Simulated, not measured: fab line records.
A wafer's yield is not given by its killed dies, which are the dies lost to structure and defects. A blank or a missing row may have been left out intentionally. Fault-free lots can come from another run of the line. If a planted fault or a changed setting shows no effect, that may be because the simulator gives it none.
One fault through the eyes of 2 desks :: flow gf180mcu :: each desk holds nothing but its own numbers, with what lay behind them at the end

DESK OF THE TOOL OWNER: litho track-03
The tool's own readings at GF_NWELL_DEVELOP_06 (develop time 60 s): means of the sampled wafers that have a number, for each lot that ran on this tool. Any lot whose mean is over 4 standard deviations away from the usual mean is out of limits and marked OUT; that distance is given in the brackets.
Columns: A = developer temp C at GF_NWELL_DEVELOP_06, usual 23.00 C
lot: L329
first seen here: day 3 21:00
A: 22.95

lot: L331
first seen here: day 4 04:00
A: 23.16

lot: L330
first seen here: day 4 06:00
A: 22.20 (-7.3) OUT

lot: L333
first seen here: day 4 16:00
A: 22.03 (-8.8) OUT

lot: L334
first seen here: day 4 23:00
A: 22.11 (-8.1) OUT
This desk's verdict: out of limits on L330, L333, L334, starting with L330 at day 4 06:00 (developer temp C at GF_NWELL_DEVELOP_06). In limits: L329, L331.

METROLOGY DESK
What the gauges read for every lot (on any tool): the sampled wafers with a number, averaged. Any lot whose mean is over 4 standard deviations away from the usual mean is out of limits and marked OUT; that distance is given in the brackets.
Columns: A = INCOMING_BOW at GF_STI_BOW_MEAS_00, usual 0 um; B = cd nm at GF_STI_CD_MEAS_12, usual 220.1 nm
lot: L327
first seen here: day 1 10:00
A: -4
B: 220.6

lot: L329
first seen here: day 1 20:00
A: -7
B: 219.7

lot: L330
first seen here: day 2 01:04
A: -6
B: 218.9

lot: L331
first seen here: day 2 06:01
A: -1
B: 219.7

lot: L332
first seen here: day 2 11:02
A: -2
B: 218.9

lot: L333
first seen here: day 2 16:01
A: -4
B: 219.3

lot: L334
first seen here: day 2 21:00
A: -7
B: 220.9

lot: L335
first seen here: day 3 02:02
A: -3
B: 220.2

lot: L343
first seen here: day 4 18:00
A: 3
B: 218.3

lot: L344
first seen here: day 4 23:01
A: -7
B: 223.0

lot: L346
first seen here: day 5 09:00
A: -1
B: 220.7

lot: L347
first seen here: day 5 14:00
A: -4
B: 218.8

lot: L348
first seen here: day 5 19:04
A: 1
B: 222.2

lot: L349
first seen here: day 6 00:01
A: 4
B: 219.6

lot: L350
first seen here: day 6 05:00
A: 0
B: 219.3
This desk found nothing out of limits on any of the 15 lots.

BROUGHT TOGETHER
The tool owner's desk could have raised an alarm at day 4 06:00, on L330, L333, L334.
The metrology desk saw nothing out of limits.
The metrology desk has L330, L333, L334 on record, within its limits.
Of the lots named, all ran GF_NWELL_DEVELOP_06 on litho track-03.

WHAT WAS PUT IN BY THE SIMULATOR
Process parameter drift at GF_NWELL_DEVELOP_06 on litho track-03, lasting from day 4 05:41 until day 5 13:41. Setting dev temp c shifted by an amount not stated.
Lots struck among those shown: L330, L333, L334.
Time in hours from fault onset to the first out-of-limits reading at each desk: the tool owner's desk, 0.
